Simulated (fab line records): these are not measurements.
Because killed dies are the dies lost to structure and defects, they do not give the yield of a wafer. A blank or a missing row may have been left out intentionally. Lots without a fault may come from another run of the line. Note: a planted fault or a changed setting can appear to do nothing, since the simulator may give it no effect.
Which tool did it? -- flow gf180mcu -- 36 wafers from 12 lots sampled at 5 of the route's 602 steps

## WHAT EACH GAUGE READ, for each wafer
GF_DUAL_GATE_OVL_MEAS_11. Usual: DUAL_GATE_OVL typically reads -0.8 nm, with standard deviation 1.6.
lot,measured,on,DUAL_GATE_OVL (nm),flag
L112,day 8 14:36,overlay-02,-0.9 -1.4 -1.7,
L113,day 8 23:20,overlay-02,0.2 -0.5 -1.1,
L115,day 9 09:41,overlay-02,-0.2 -1.3 -1.1,
L116,day 9 15:12,overlay-02,0.3 0.4 -1.6,
L118,day 10 10:29,overlay-01,-2.6 -3.3 -2.5,
L122,day 11 11:12,overlay-01,-2.4 -0.8 -1.5,
L123,day 11 18:46,overlay-01,-2.0 -2.4 -2.4,
L124,day 12 04:25,overlay-02,-0.8 0.9 0.6,
L125,day 12 10:31,overlay-01,1.0 0.5 0.7,
L126,day 12 18:09,overlay-01,1.7 -1.0 -0.6,
L127,day 12 23:49,overlay-01,-1.0 -1.3 -2.4,
L134,day 15 03:48,overlay-01,-0.6 -0.8 -1.2,

GF_PSD_OVL_MEAS_08. Usual: PSD_OVL typically reads -0.7 nm, with standard deviation 1.5.
lot,measured,on,PSD_OVL (nm),flag
L112,day 14 11:59,overlay-02,-0.8 2.4 0.6,
L113,day 14 23:47,overlay-01,-0.7 -1.1 -3.7,
L115,day 15 14:40,overlay-02,1.4 -1.1 -0.3,
L116,day 15 20:28,overlay-02,-0.6 -0.1 0.7,
L118,day 16 15:46,overlay-01,0.2 2.2 1.0,
L122,day 18 01:13,overlay-02,-0.9 0.2 -1.1,
L123,day 18 06:20,overlay-02,0.6 0.6 -1.0,
L124,day 19 00:17,overlay-02,-1.6 0.5 -1.0,
L125,day 19 06:29,overlay-01,-1.7 -1.1 -2.9,
L126,day 19 15:53,overlay-01,-0.6 1.2 -2.1,
L127,day 19 19:02,overlay-02,-1.2 -2.4 -3.3,
L134,day 22 10:16,overlay-02,-1.4 -0.2 -1.3,

## EACH LOT AND THE TOOL THAT RAN IT (in order: tool; ch and the chambers of the sampled wafers; start)
lot,GF_DUAL_GATE_STRIP_13,GF_POLY_GATE_ETCH_13,GF_POLY_GATE_STRIP_14
L112,"plasmaAsher-02 ch 0,1, day 8 14:43","rieSi-02 ch 0,1,3, day 9 11:14","plasmaAsher-01 ch 0,1, day 9 11:17"
L113,"plasmaAsher-01 ch 0,1, day 8 23:31","rieSi-01 ch 0,1, day 9 21:06","plasmaAsher-02 ch 0,1, day 9 21:10"
L115,"plasmaAsher-01 ch 0,1, day 9 09:49","rieSi-01 ch 0,1,2, day 10 08:27","plasmaAsher-01 ch 0,1, day 10 08:30"
L116,"plasmaAsher-02 ch 0,1, day 9 15:19","rieSi-01 ch 0,1,3, day 10 11:47","plasmaAsher-03 ch 0, day 10 11:50"
L118,"plasmaAsher-01 ch 0,1, day 10 10:37","rieSi-02 ch 1,2,3, day 11 08:18","plasmaAsher-02 ch 0,1, day 11 08:22"
L122,"plasmaAsher-01 ch 0,1, day 11 11:19","rieSi-02 ch 0,1, day 12 10:30","plasmaAsher-02 ch 0, day 12 10:34"
L123,"plasmaAsher-04 ch 0,1, day 11 18:54","rieSi-02 ch 0,2,3, day 12 17:13","plasmaAsher-03 ch 0,1, day 12 17:17"
L124,"plasmaAsher-01 ch 0,1, day 12 04:33","rieSi-01 ch 0,2,3, day 13 03:28","plasmaAsher-03 ch 0,1, day 13 03:32"
L125,"plasmaAsher-04 ch 0,1, day 12 10:38","rieSi-01 ch 0,2,3, day 13 10:22","plasmaAsher-01 ch 0,1, day 13 10:26"
L126,"plasmaAsher-01 ch 0,1, day 12 18:16","rieSi-02 ch 1,3, day 13 17:21","plasmaAsher-01 ch 0,1, day 13 17:25"
L127,"plasmaAsher-02 ch 0,1, day 12 23:57","rieSi-02 ch 1,2, day 13 23:03","plasmaAsher-01 ch 0,1, day 13 23:08"
L134,"plasmaAsher-01 ch 0,1, day 15 03:55","rieSi-01 ch 0,2,3, day 16 04:27","plasmaAsher-02 ch 0,1, day 16 04:31"
- GF_DUAL_GATE_STRIP_13: strips in O2/N2.
- GF_POLY_GATE_ETCH_13: etches poly-Si in HBr/Cl2, stops on SiO2, target depth 198.5 nm, time 69.6 s.
- GF_POLY_GATE_STRIP_14: strips in O2/N2.

## WHAT THE TOOLS THEMSELVES READ (means of the sampled wafers that have a number; where no wafer has one, the mark that the record gives instead)
GF_DUAL_GATE_STRIP_13. Usual: drypumpMotorCurrentA 5.30 A, standard deviation 0.29; heaterPowerW 356 W, standard deviation 44; n2FlowSccm 300.0 sccm, standard deviation 0.91; oesProductAu 0.716 a.u., standard deviation 0.0046; stripTimeToEndpointS 12.63 s, standard deviation 0.034.
lot,tool,drypumpMotorCurrentA (A),heaterPowerW (W),n2FlowSccm (sccm),oesProductAu (a.u.),stripTimeToEndpointS (s),flag
L112,plasmaAsher-02,5.16,394,299.9,0.716,12.67,
L113,plasmaAsher-01,5.13,340,299.1,0.715,12.62,
L115,plasmaAsher-01,5.37,348,299.4,0.715,12.66,
L116,plasmaAsher-02,5.18,398,300.4,0.717,12.63,
L118,plasmaAsher-01,5.36,346,299.6,0.716,12.67,
L122,plasmaAsher-01,5.14,338,300.1,0.713,12.70,
L123,plasmaAsher-04,5.55,344,300.7,0.715,12.56,
L124,plasmaAsher-01,5.35,344,299.6,0.716,12.63,
L125,plasmaAsher-04,5.63,359,300.3,0.718,12.62,
L126,plasmaAsher-01,5.36,350,300.5,0.715,12.61,
L127,plasmaAsher-02,5.17,395,300.0,0.712,12.62,
L134,plasmaAsher-01,5.35,346,299.5,0.713,12.61,

GF_POLY_GATE_ETCH_13. Usual: drypumpMotorCurrentA 5.6 A, standard deviation 0.44; oesProductAu 0.993 a.u., standard deviation 0.0075; throttleValvePct 33.685 %, standard deviation 0.01.
lot,tool,drypumpMotorCurrentA (A),oesProductAu (a.u.),throttleValvePct (%),flag
L112,rieSi-02,5.5,0.995,33.692,
L113,rieSi-01,5.9,1.001,33.682,
L115,rieSi-01,5.8,0.991,33.685,
L116,rieSi-01,5.7,0.991,33.686,
L118,rieSi-02,5.9,0.990,33.691,
L122,rieSi-02,5.2,1.002,33.684,
L123,rieSi-02,5.7,0.768,33.683,OFF
L124,rieSi-01,5.6,0.999,33.685,
L125,rieSi-01,5.6,1.000,33.685,
L126,rieSi-02,5.9,0.770,33.689,OFF
L127,rieSi-02,5.9,0.771,33.678,OFF
L134,rieSi-01,5.6,0.996,33.691,

GF_POLY_GATE_STRIP_14. Usual: drypumpMotorCurrentA 5.4 A, standard deviation 0.38; heaterPowerW 346 W, standard deviation 45; n2FlowSccm 299.8 sccm, standard deviation 0.95; oesProductAu 0.503 a.u., standard deviation 0.0048.
lot,tool,drypumpMotorCurrentA (A),heaterPowerW (W),n2FlowSccm (sccm),oesProductAu (a.u.),flag
L112,plasmaAsher-01,5.1,340,300.0,0.505,
L113,plasmaAsher-02,5.2,398,299.8,0.500,
L115,plasmaAsher-01,5.4,348,300.6,0.509,
L116,plasmaAsher-03,5.4,294,301.0,0.500,
L118,plasmaAsher-02,5.2,395,301.0,0.502,
L122,plasmaAsher-02,5.1,436,300.0,0.501,
L123,plasmaAsher-03,5.8,324,298.3,0.491,
L124,plasmaAsher-03,5.9,321,299.3,0.501,
L125,plasmaAsher-01,5.4,353,299.8,0.503,
L126,plasmaAsher-01,5.1,342,298.6,0.484,OFF
L127,plasmaAsher-01,5.1,341,300.5,0.487,OFF
L134,plasmaAsher-02,5.2,358,300.0,0.502,

## THE ANSWER, worked out from the rows above alone
Rule: a lot is off if the mean of its wafers that have a number lies more than 3 standard deviations from the usual mean. Also off: a lot with no number at a reading for which 4 or more lots have one. Any other lot the step has rows for is counted as sound. After the gauges, taken in route order, come the tools' own readings; for these a lot's mean is taken, as printed above. At the first step where some lot is off, the reading lying furthest off is the one used; lots without a number count as furthest.
Off: L123, L126, L127, at GF_POLY_GATE_ETCH_13 (oesProductAu).
If a tool, at that step or one of the process steps before it, ran each lot that is off and ran no sound lot following the first of them, it fits. One fits: GF_POLY_GATE_ETCH_13 on rieSi-02. Its last sound lot is L122 (day 12 10:30), its first lot that is off L123 (day 12 17:13): a fault that began between those two fits.
The tool's own readings at GF_POLY_GATE_ETCH_13 bear it out: on the lots that are off they differ by more than 5 times the standard deviation of the sound lots' means. oesProductAu reads 0.770 a.u. there against 0.996 a.u. on the sound lots.

## WHAT THE SIMULATOR HAD INSERTED
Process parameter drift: rieSi-02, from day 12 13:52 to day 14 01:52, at GF_POLY_GATE_ETCH_13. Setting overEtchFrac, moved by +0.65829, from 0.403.
Lots struck among those shown: L123, L126, L127. This agrees with what the rule above found.
